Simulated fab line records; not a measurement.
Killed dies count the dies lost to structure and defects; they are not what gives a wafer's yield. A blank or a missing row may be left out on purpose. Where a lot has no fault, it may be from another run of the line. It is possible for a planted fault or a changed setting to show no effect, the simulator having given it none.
A lot that was struck, set against a sound lot | flow sky130 | 16 out of 708 route steps
Sound: wafers L761.3, L761.5, L761.6. Struck: wafers L769.1, L769.2, L769.4. The cause is named last.
Each step with rows lists, per side, the tool, then ch with its chambers, then its first start. Under that, the readings that differ: sound wafers | struck wafers | difference of the means | sigmas: that difference in standard deviations of wafers without a fault.
alike: readings whose means differ by less than 2 such deviations, and words and numbers that are the same on both sides. not compared: withheld readings, readings that some wafer has no value for, bounds like >300 that may hide the same value, and numbers for which the record gives no deviation and whose values overlap.
The two part at a step that has a row with sigmas, a row that says differs or no value, or rows on one side only. When numbers do not overlap yet have no deviation, they are printed without sigmas and do not part them. A reading that every wafer of one side lacks parts them only if that side has two wafers or more.

SKY_NWELL_RS_MEAS_29: a four-point-probe measurement.
  struck on filmMetro-02, day 7 19:34; sound on filmMetro-04, day 6 01:16
  alike: NWELL_RS
SKY_NWELL_RS_MEAS_31: a four-point-probe measurement.
  struck on filmMetro-02, day 7 19:49; sound on filmMetro-04, day 6 01:30
  alike: PWDE_RS
then, 7 steps without rows for these wafers: SKY_VT_ADJUST_HVTP_DEHYDRATE_00 (time 60 s); SKY_VT_ADJUST_HVTP_HMDS_01 (prime time 60 s); SKY_VT_ADJUST_HVTP_COAT_02 (resist thk 1140 nm); SKY_VT_ADJUST_HVTP_SOFTBAKE_03 (time 60 s); SKY_VT_ADJUST_HVTP_EXPOSE_04 (exposes mask HVTPM, target cd 380 nm); SKY_VT_ADJUST_HVTP_PEB_05; SKY_VT_ADJUST_HVTP_DEVELOP_06 (develop time 60 s).
SKY_VT_ADJUST_HVTP_CD_MEAS_07: target cd 380 nm.
  struck on cdSem-02, day 8 15:22; sound on cdSem-02, day 6 19:58
  alike: cdNm
SKY_VT_ADJUST_HVTP_OVL_MEAS_08:
  struck on overlay-01, day 8 15:29; sound on overlay-02, day 6 20:03
  alike: VT_ADJUST_HVTP_OVL
SKY_VT_ADJUST_HVTP_IMPLANT_09:
  sound on implanter-01 ch 0, day 6 20:08; struck on implanter-01 ch 0, day 8 15:32
reading                  | sound             | struck            | difference | sigmas
implantIonAmu            | 75 75 75          | 31 31 31          | -44        | 
model.implant.rpNm (nm)  | 87.22 87.22 87.22 | 182.9 182.9 182.9 | +95.7      | 
model.implant.drpNm (nm) | 33.4 33.4 33.4    | 62.72 62.72 62.72 | +29.32     | 
  alike: faradayCurrentUA
SKY_VT_ADJUST_HVTP_STRIP_10: strips in O2/N2.
  sound on plasmaAsher-03 ch 0,1, day 6 20:16; struck on plasmaAsher-02 ch 0,1, day 8 15:41
  alike: drypumpMotorCurrentA, n2FlowSccm, oesProductAu, stripTimeToEndpointS
  not compared: rfHoursCounterH
SKY_VT_ADJUST_HVTP_TW_MEAS_11:
  struck on filmMetro-02, day 8 15:47; sound on filmMetro-01, day 6 20:21
reading           | sound          | struck      | difference | sigmas
VT_ADJUST_HVTP_TW | 1366 1368 1373 | 972 967 971 | -399       | -56
then, 1 step without rows for these wafers: SKY_VT_ADJUST_LVTN_DEHYDRATE_00 (time 60 s).
SKY_PAD_OPEN_PROBE_99:
  sound wafers here have rows in the record (prober-01, day 46 16:23); struck ones have none

## WHERE THEY PART
At SKY_VT_ADJUST_HVTP_TW_MEAS_11 first; at SKY_PAD_OPEN_PROBE_99 last (within this record only).

WHY: what the simulator had put in
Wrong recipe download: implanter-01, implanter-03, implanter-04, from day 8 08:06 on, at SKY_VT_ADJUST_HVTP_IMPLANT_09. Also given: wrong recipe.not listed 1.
